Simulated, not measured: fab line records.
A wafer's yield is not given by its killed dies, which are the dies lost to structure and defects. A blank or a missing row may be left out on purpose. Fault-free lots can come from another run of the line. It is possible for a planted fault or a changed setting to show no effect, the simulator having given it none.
Lot-split experiment + flow sfq_line + 23 wafers read across 5 lots, on a route 325 steps long

ON THE SPLIT
At SFQ_TRILAYER_JJ_CE_LITHO_COAT_119 (resist thk 62 nm), the setting resist_thk_nm was moved away from the recipe's 62 nm on 5 of the 23 wafers read, by +3.2% to +4.3%. For the rest of the wafers, this setting stayed at what the recipe calls for.

The reading comes from the split's own step.

THE READING
BARC_of_TRILAYER_JJ_CE_LITHO_COAT_119.thk_nm (the simulator's own value, which no gauge read), in nm, at SFQ_TRILAYER_JJ_CE_LITHO_COAT_119 (resist thk 62 nm). There is no usual value for it anywhere in the file. The 18 wafers here that ran the recipe average 61.91 nm, standard deviation 0.11 nm.

| wafer  | tool, chamber at the split | resist_thk_nm as run, nm | against the recipe | BARC_of_TRILAYER_JJ_CE_LITHO_COAT_119.thk_nm, nm | against lot-mates on the recipe |
|--------|----------------------------|--------------------------|--------------------|--------------------------------------------------|---------------------------------|
| L076.1 | litho_track-04, 0          | 62                       | recipe             | 61.94                                            | -                               |
| L076.2 | litho_track-04, 0          | 62                       | recipe             | 61.83                                            | -                               |
| L076.3 | litho_track-04, 0          | 62                       | recipe             | 61.92                                            | -                               |
| L076.5 | litho_track-04, 0          | 62                       | recipe             | 61.99                                            | -                               |
| L076.6 | litho_track-04, 0          | 62                       | recipe             | 61.79                                            | -                               |
| L077.1 | litho_track-01, 0          | 62                       | recipe             | 61.85                                            | -                               |
| L077.3 | litho_track-01, 0          | 63.96                    | +3.2%              | 63.88                                            | +2.05                           |
| L077.4 | litho_track-01, 0          | 62                       | recipe             | 61.91                                            | -                               |
| L077.5 | litho_track-01, 0          | 63.96                    | +3.2%              | 63.53                                            | +1.70                           |
| L077.6 | litho_track-01, 0          | 62                       | recipe             | 61.72                                            | -                               |
| L079.1 | litho_track-04, 0          | 62                       | recipe             | 62                                               | -                               |
| L079.4 | litho_track-04, 0          | 62                       | recipe             | 62                                               | -                               |
| L079.3 | litho_track-04, 0          | 62                       | recipe             | 62.21                                            | -                               |
| L079.5 | litho_track-04, 0          | 62                       | recipe             | 61.89                                            | -                               |
| L079.6 | litho_track-04, 0          | 62                       | recipe             | 62.01                                            | -                               |
| L081.1 | litho_track-01, 0          | 62                       | recipe             | 61.86                                            | -                               |
| L081.4 | litho_track-01, 0          | 62                       | recipe             | 61.86                                            | -                               |
| L081.3 | litho_track-01, 0          | 62                       | recipe             | 61.79                                            | -                               |
| L083.1 | litho_track-01, 0          | 62                       | recipe             | 61.81                                            | -                               |
| L083.2 | litho_track-01, 0          | 62                       | recipe             | 62.02                                            | -                               |
| L083.3 | litho_track-01, 0          | 64.64                    | +4.3%              | 64.65                                            | +2.73                           |
| L083.4 | litho_track-01, 0          | 64.64                    | +4.3%              | 64.61                                            | +2.69                           |
| L083.6 | litho_track-01, 0          | 64.64                    | +4.3%              | 64.56                                            | +2.64                           |

THE FIT
A straight line over all 23 wafers: BARC_of_TRILAYER_JJ_CE_LITHO_COAT_119.thk_nm changes by +0.617 nm for each +1% of resist_thk_nm; r = +0.99; the points scatter about the line by 0.13 nm.
The same after taking each lot's own level away (the mean of its wafers on the recipe; 23 wafers): +0.623 nm for each +1%; r = +1.00; scatter 0.1 nm.
On that fit, the largest move of resist_thk_nm shifts the reading by 2.7 nm.
The lots' own levels span 61.827 to 62.022 nm, that is 1.7 times the standard deviation above.
The two slopes are in agreement: the lot-to-lot level therefore moves the slope only a little.
Check: for one of the wafers moved furthest among these (+4.3%), held out of the fit, the line's prediction against its lot-mates is +2.62 nm. It came out at +2.73 nm against them.

ADDITIONAL SPLITS CARRIED BY THESE WAFERS
Other splits were also applied to these wafers ahead of the reading. Each is held against what the fit with the lots' levels taken away leaves over:
| other split on the same wafers                  | wafers away from the commonest value | r with BARC_of_TRILAYER_JJ_CE_LITHO_COAT_119.thk_nm (lot level and that fit taken away) |
|-------------------------------------------------|--------------------------------------|-----------------------------------------------------------------------------------------|
| SFQ_TRILAYER_M3_LITHO_COAT_080 spin_rpm         | 6                                    | +0.20                                                                                   |
| SFQ_TRILAYER_M3_LITHO_PEB_078 peb_temp_c        | 7                                    | -0.61                                                                                   |
| SFQ_TRILAYER_I3_VIA_LITHO_COAT_090 spin_rpm     | 9                                    | +0.36                                                                                   |
| SFQ_TRILAYER_I3_VIA_LITHO_PEB_088 peb_time_s    | 11                                   | -0.31                                                                                   |
| SFQ_TRILAYER_M4_DEP_SPUTTER_091 time_s          | 7                                    | -0.16                                                                                   |
| SFQ_TRILAYER_M4_LITHO_EXPOSE_094 dose_mj        | 8                                    | +0.39                                                                                   |
| SFQ_TRILAYER_M4_ETCH_METAL_ETCH_096 bias_w      | 10                                   | -0.21                                                                                   |
| SFQ_TRILAYER_I4_VIA_LITHO_COAT_103 spin_rpm     | 8                                    | -0.04                                                                                   |
| SFQ_TRILAYER_JJ_TRILAYER_DEP_SPUTTER_109 time_s | 7                                    | +0.32                                                                                   |

THE FILE'S OWN FIT
BARC_of_TRILAYER_JJ_CE_LITHO_COAT_119.thk_nm changes by +0.619 nm for each +1% of resist_thk_nm, r = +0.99.
